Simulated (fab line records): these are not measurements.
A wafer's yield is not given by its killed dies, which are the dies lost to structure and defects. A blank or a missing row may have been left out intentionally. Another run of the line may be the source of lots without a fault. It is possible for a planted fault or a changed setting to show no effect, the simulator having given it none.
2 desks looking at one fault ; flow sky130 ; each desk has only its own numbers; what lay behind them comes last

AT THE METROLOGY DESK
Lot by lot, what the gauges showed, no matter which tool ran the lot: averages of those sampled wafers that carry a number. A lot is out of limits, marked OUT, if its mean lies more than 4 standard deviations from the usual mean; the brackets give that distance.
Columns: A = VIA4_OVL at SKY_VIA4_OVL_MEAS_11, usual 0.0 nm; B = METAL5_ALCU_THK at SKY_METAL5_THK_MEAS_06, usual 1138 nm
lot;first seen here;A;B
L772;day 42 11:40;-0.5;1126
L773;day 42 19:17;0.5;1150
L774;day 43 21:57;-2.4;1143
L775;day 44 01:53;0.7;1137
L777;day 44 03:35;0.1;1134
L778;day 44 11:18;-0.3;1113
L780;day 45 05:33;1.2;1142
L781;day 45 08:06;-0.0;1151
L782;day 45 11:06;-0.1;1136
L783;day 45 18:27;2.3;1135
L793;day 48 04:42;-0.5;1151
L795;day 49 04:55;-0.3;1131
L794;day 49 08:07;2.3;1135
Finding of this desk: none of the 13 lots has anything out of limits.

DESK OF THE TOOL OWNER: hdpcvd-02
The tool's own readings at SKY_CONTACT_HDPCVD_02 (deposits SiO2, target thk 565 nm, time 94.2 s): means of the sampled wafers that have a number, for each lot that ran on this tool. A lot is out of limits, marked OUT, if its mean lies more than 4 standard deviations from the usual mean; the brackets give that distance.
Columns: A = susceptor_temp_C at SKY_CONTACT_HDPCVD_02, usual 599.96 C
lot;first seen here;A
L777;day 32 00:28;600.19
L778;day 32 08:18;599.82
L780;day 33 05:58;599.93
L783;day 33 22:52;599.98
L793;day 37 05:43;599.64
Finding of this desk: none of the 5 lots has anything out of limits.

ALL TOGETHER
From the metrology desk's view, nothing was out of limits.
The tool owner's desk saw nothing out of limits.

WHAT WAS PUT IN BY THE SIMULATOR
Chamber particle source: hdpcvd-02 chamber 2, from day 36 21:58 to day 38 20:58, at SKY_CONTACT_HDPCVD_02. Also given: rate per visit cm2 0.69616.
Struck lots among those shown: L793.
